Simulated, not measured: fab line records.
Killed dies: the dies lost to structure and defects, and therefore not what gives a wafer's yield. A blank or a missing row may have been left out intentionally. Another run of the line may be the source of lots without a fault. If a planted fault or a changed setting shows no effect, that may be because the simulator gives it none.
The tool behind it: which one?	flow sky130	45 wafers from 15 lots sampled at 2 of the route's 708 steps

== WHAT EACH GAUGE READ, for each wafer ==
SKY_VT_ADJUST_NCORE_TW_MEAS_11.
lot	measured	on	VT_ADJUST_NCORE_TW
L372	day 8 06:19	film-metro-01	220.5 220.7 221.6
L373	day 8 14:23	film-metro-03	217.0 216.9 215.8
L376	day 9 14:25	film-metro-03	215.9 215.9 215.0
L377	day 10 01:31	film-metro-03	215.8 216.7 216.7
L378	day 10 05:13	film-metro-01	221.5 220.5 221.2
L380	day 10 15:05	film-metro-01	220.2 220.1 220.6
L381	day 11 11:10	film-metro-02	221.9 222.9 222.5
L383	day 11 16:47	film-metro-02	222.2 221.9 222.7
L384	day 11 22:56	film-metro-02	221.6 223.0 222.2
L385	day 12 03:47	film-metro-03	217.2 217.7 217.3
L386	day 12 11:28	film-metro-02	222.2 224.0 222.6
L391	day 14 17:49	film-metro-02	222.0 222.2 223.2
L393	day 15 00:16	film-metro-03	205.3 204.9 205.0 204.7 205.7 204.9
L395	day 15 10:02	film-metro-03	204.8 205.8 204.8 205.4 204.4 204.9
L394	day 15 11:41	film-metro-01	207.4 208.3 208.3 208.7 208.7 208.5

== TOOL THAT RAN EACH LOT (tool first, then ch and the chambers of the sampled wafers, then the start) ==
lot	SKY_VT_ADJUST_NCORE_IMPLANT_09
L372	implanter-01 ch 0, day 8 06:04
L373	implanter-02 ch 0, day 8 14:08
L376	implanter-04 ch 0, day 9 14:10
L377	implanter-04 ch 0, day 10 01:16
L378	implanter-02 ch 0, day 10 04:58
L380	implanter-01 ch 0, day 10 14:50
L381	implanter-01 ch 0, day 11 10:56
L383	implanter-01 ch 0, day 11 16:32
L384	implanter-02 ch 0, day 11 22:42
L385	implanter-01 ch 0, day 12 03:32
L386	implanter-02 ch 0, day 12 11:13
L391	implanter-04 ch 0, day 14 17:34
L393	implanter-04 ch 0, day 15 00:02
L395	implanter-04 ch 0, day 15 09:47
L394	implanter-04 ch 0, day 15 11:26
- SKY_VT_ADJUST_NCORE_IMPLANT_09

== AS READ BY THE TOOLS THEMSELVES (means over the sampled wafers that have a number; for cases with no such wafer, the mark the record gives instead) ==
SKY_VT_ADJUST_NCORE_IMPLANT_09.
lot	tool	beam-energy-keV
L372	implanter-01	10.0014
L373	implanter-02	10.0016
L376	implanter-04	10.0027
L377	implanter-04	10.0043
L378	implanter-02	9.9968
L380	implanter-01	9.9982
L381	implanter-01	10.0037
L383	implanter-01	9.9981
L384	implanter-02	9.9981
L385	implanter-01	9.9971
L386	implanter-02	9.9969
L391	implanter-04	9.9987
L393	implanter-04	7.7516
L395	implanter-04	7.7530
L394	implanter-04	7.7567

== THE ANSWER, worked out from the rows above alone ==
Rule: usual is defined by the lots themselves. Put in order of their means at a reading, lots are off if they are a third of the lots or fewer, leave a main group of 4 or more, and stand apart from it by a gap of 3 or more times the standard deviation of the main group's means; of several such gaps the widest counts. If all means in a main group match to the digits the tables above print for the reading, that group is not used. Also off: a lot with no number at a reading for which 4 or more lots have one. Where the step has rows for the other lots, those lots are counted as sound. The gauges are gone through in route order, then the tools' own readings, and for those a lot's mean is taken as printed above. The first step at which some lot is off is used, and at that step the reading that is off furthest; a lot without a number counts as furthest.
Off: L393, L395, L394, at SKY_VT_ADJUST_NCORE_IMPLANT_09 (beam-energy-keV). For the main group the mean is 9.9998 and the standard deviation 0.0026.
If a tool, at that step or one of the process steps before it, ran each lot that is off and ran no sound lot following the first of them, it fits. One fits: SKY_VT_ADJUST_NCORE_IMPLANT_09 on implanter-04. A fault onset in the window from L391 (day 14 17:34, its last sound lot) to L393 (day 15 00:02, its first lot off) fits.
On the lots that are off, the tool's own readings at SKY_VT_ADJUST_NCORE_IMPLANT_09 differ by more than 5 times the standard deviation of the sound lots' means, which bears it out; beam-energy-keV reads 7.7538 there versus 9.9998 on the sound lots.

== WHAT THE SIMULATOR HAD PUT IN ==
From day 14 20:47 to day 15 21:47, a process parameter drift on implanter-04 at SKY_VT_ADJUST_NCORE_IMPLANT_09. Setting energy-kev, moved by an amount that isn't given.
Shown lots that were struck: L393, L395, L394. This agrees with what the rule above found.
